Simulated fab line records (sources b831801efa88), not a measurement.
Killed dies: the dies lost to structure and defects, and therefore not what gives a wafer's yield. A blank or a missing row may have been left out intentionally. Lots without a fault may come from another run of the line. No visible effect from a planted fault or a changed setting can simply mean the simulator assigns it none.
Matching of chambers + flow sky130 + 4 sister chambers for SKY_VIA2_CMP_02 on cmp-02
The step polishes SiO2. 4 wafers are shown with their chamber, then 7 later ones without.

== WAFERS WITH THEIR CHAMBER ==
| wafer  | chamber | motor_current_A (A) |
|--------|---------|---------------------|
| L178.5 | 2       | 10.0                |
| L179.5 | 3       | 11.3                |
| L191.1 | 0       | 13.2                |
| L191.2 | 1       | 13.6                |

== WAFERS WITH NO CHAMBER GIVEN ==
| wafer  | motor_current_A (A) |
|--------|---------------------|
| L191.3 | 10.0                |
| L197.1 | 10.8                |
| L197.2 | 13.3                |
| L197.4 | 10.4                |
| L198.2 | 11.4                |
| L198.3 | 13.5                |
| L198.4 | 9.4                 |

== CHAMBER TAKEN BY EACH ==
| wafer  | from the rows above     | in truth |
|--------|-------------------------|----------|
| L191.3 | 2                       | 2        |
| L197.1 | can't be placed: 3 or 2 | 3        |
| L197.2 | can't be placed: 0 or 1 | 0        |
| L197.4 | can't be placed: 2 or 3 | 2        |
| L198.2 | 3                       | 3        |
| L198.3 | can't be placed: 1 or 0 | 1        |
| L198.4 | 2                       | 2        |
3 of 7 placed correctly. These rows do not allow placing 4 (true chamber among the candidates in 4). Wrongly placed: 0.
How it was worked out, from the rows above alone: a wafer's distance from a chamber is the root of the sum, over the readings, of the square of ((its reading less the chamber's mean) divided by the reading's scatter). The wafer belongs to the nearest chamber; if the next one is less than 2 further off, it can't be placed. The mean given for a chamber averages the wafers shown for that chamber. The scatter: with one shown wafer a chamber, the root of the mean of the squares of how far each hidden wafer lies from its nearest shown one.
